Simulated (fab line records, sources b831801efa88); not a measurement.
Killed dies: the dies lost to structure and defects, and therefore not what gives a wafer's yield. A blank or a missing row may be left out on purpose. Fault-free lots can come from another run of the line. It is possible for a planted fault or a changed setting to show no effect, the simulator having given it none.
Commonality check across tools | flow gf180mcu | Sample size 13 lots and 39 wafers

== WHAT PROMPTED THE OPENING ==
At GF_PSD_RS_MEAS_14 the reading NSD_RS is flagged on 2 of 13 lots. No-fault wafers: 46.09 ohm/sq, standard deviation 0.078.
Rule: a lot is flagged in two cases, either no wafer of it has a number, or all its wafers with numbers fall more than 4 standard deviations from that mean. The rest of the lots are taken to be sound.

lot  | measured     | on            | NSD_RS (ohm/sq), wafer by wafer | flag
L529 | day 14 04:20 | film-metro-03 | 45.99 46.10 46.04               |
L530 | day 14 16:52 | film-metro-02 | 46.03 46.25 46.09               |
L532 | day 15 12:17 | film-metro-03 | 43.30 43.38 43.40               | FLAGGED
L533 | day 16 02:03 | film-metro-02 | 43.44 43.48 43.46               | FLAGGED
L543 | day 19 12:00 | film-metro-01 | 46.16 46.10 46.02               |
L544 | day 19 20:46 | film-metro-01 | 46.01 46.07 45.98               |
L545 | day 20 00:14 | film-metro-02 | 46.14 46.14 46.25               |
L546 | day 20 07:00 | film-metro-01 | 46.18 46.06 46.12               |
L547 | day 20 17:36 | film-metro-02 | 46.02 46.06 46.04               |
L548 | day 21 04:16 | film-metro-01 | 46.15 46.06 46.01               |
L549 | day 21 09:54 | film-metro-02 | 46.11 46.08 45.95               |
L550 | day 21 14:02 | film-metro-02 | 46.12 46.09 46.00               |
L552 | day 22 08:19 | film-metro-03 | 45.98 46.13 46.18               |
On average the flagged lots' numbers are 43.41 ohm/sq, which is -2.68 ohm/sq against the usual, or -34 standard deviations.

== LOT BY LOT: THE TOOL USED ==
The record holds 2 process steps before the reading, out of a route of 602 steps. In each cell: the tool, then ch and the chambers that the sampled wafers went through, then the start.
lot  | flag    | GF_HV_LDD_STRIP_37                   | GF_PSD_RTA_13
L529 |         | plasma-asher-03 ch 0,1, day 11 13:30 | rtp-anneal-01 ch 0, day 14 04:15
L530 |         | plasma-asher-01 ch 0,1, day 12 00:22 | rtp-anneal-02 ch 0, day 14 16:46
L532 | FLAGGED | plasma-asher-01 ch 0,1, day 12 16:52 | rtp-anneal-02 ch 0, day 15 12:12
L533 | FLAGGED | plasma-asher-04 ch 0,1, day 13 05:13 | rtp-anneal-02 ch 0, day 16 01:58
L543 |         | plasma-asher-03 ch 0,1, day 16 08:40 | rtp-anneal-02 ch 0, day 19 11:55
L544 |         | plasma-asher-01 ch 0,1, day 16 16:32 | rtp-anneal-02 ch 0, day 19 20:40
L545 |         | plasma-asher-01 ch 1, day 16 18:46   | rtp-anneal-02 ch 0, day 20 00:08
L546 |         | plasma-asher-04 ch 0,1, day 17 03:08 | rtp-anneal-01 ch 0, day 20 06:55
L547 |         | plasma-asher-01 ch 0,1, day 17 14:14 | rtp-anneal-01 ch 0, day 20 17:31
L548 |         | plasma-asher-04 ch 0,1, day 17 23:59 | rtp-anneal-02 ch 0, day 21 04:10
L549 |         | plasma-asher-01 ch 0,1, day 18 05:29 | rtp-anneal-01 ch 0, day 21 09:49
L550 |         | plasma-asher-04 ch 0,1, day 18 09:40 | rtp-anneal-02 ch 0, day 21 13:57
L552 |         | plasma-asher-01 ch 0,1, day 19 03:44 | rtp-anneal-01 ch 0, day 22 08:14
What these steps do:
- GF_HV_LDD_STRIP_37: strips in O2/N2.
- GF_PSD_RTA_13: time 20 s.
- GF_PSD_RS_MEAS_14: measures by four-point-probe.

== FLAGGED OVER TOTAL, TOOL BY TOOL (the gauges that took the reading come last) ==
step               | tool            | lots run | flagged | share of the flagged lots | sound lots run after its first flagged lot
GF_HV_LDD_STRIP_37 | plasma-asher-01 | 7        | 1       | some                      | 5 (L544,L545,L547,L549,L552)
GF_HV_LDD_STRIP_37 | plasma-asher-03 | 2        | 0       | none                      | -
GF_HV_LDD_STRIP_37 | plasma-asher-04 | 4        | 1       | some                      | 3 (L546,L548,L550)
GF_PSD_RTA_13      | rtp-anneal-01   | 5        | 0       | none                      | -
GF_PSD_RTA_13      | rtp-anneal-02   | 8        | 2       | all                       | 5 (L543,L544,L545,L548,L550)
GF_PSD_RS_MEAS_14  | film-metro-01   | 4        | 0       | none                      | -
GF_PSD_RS_MEAS_14  | film-metro-02   | 6        | 1       | some                      | 4 (L545,L547,L549,L550)
GF_PSD_RS_MEAS_14  | film-metro-03   | 3        | 1       | some                      | 1 (L552)

== WHAT THE TABLE PERMITS ==
All flagged lots share 1 row of the table, namely rtp-anneal-02 at GF_PSD_RTA_13.
- rtp-anneal-02 at GF_PSD_RTA_13: 2 of its 8 lots flagged. After the first flagged lot (L543, L544, L545, L548, L550), sound lots still ran on it; a lasting fault on the whole tool would not permit that.
There is no row in the table that ran each flagged lot and no sound lot after the first.

== WHAT THE SIMULATOR HAD INSERTED ==
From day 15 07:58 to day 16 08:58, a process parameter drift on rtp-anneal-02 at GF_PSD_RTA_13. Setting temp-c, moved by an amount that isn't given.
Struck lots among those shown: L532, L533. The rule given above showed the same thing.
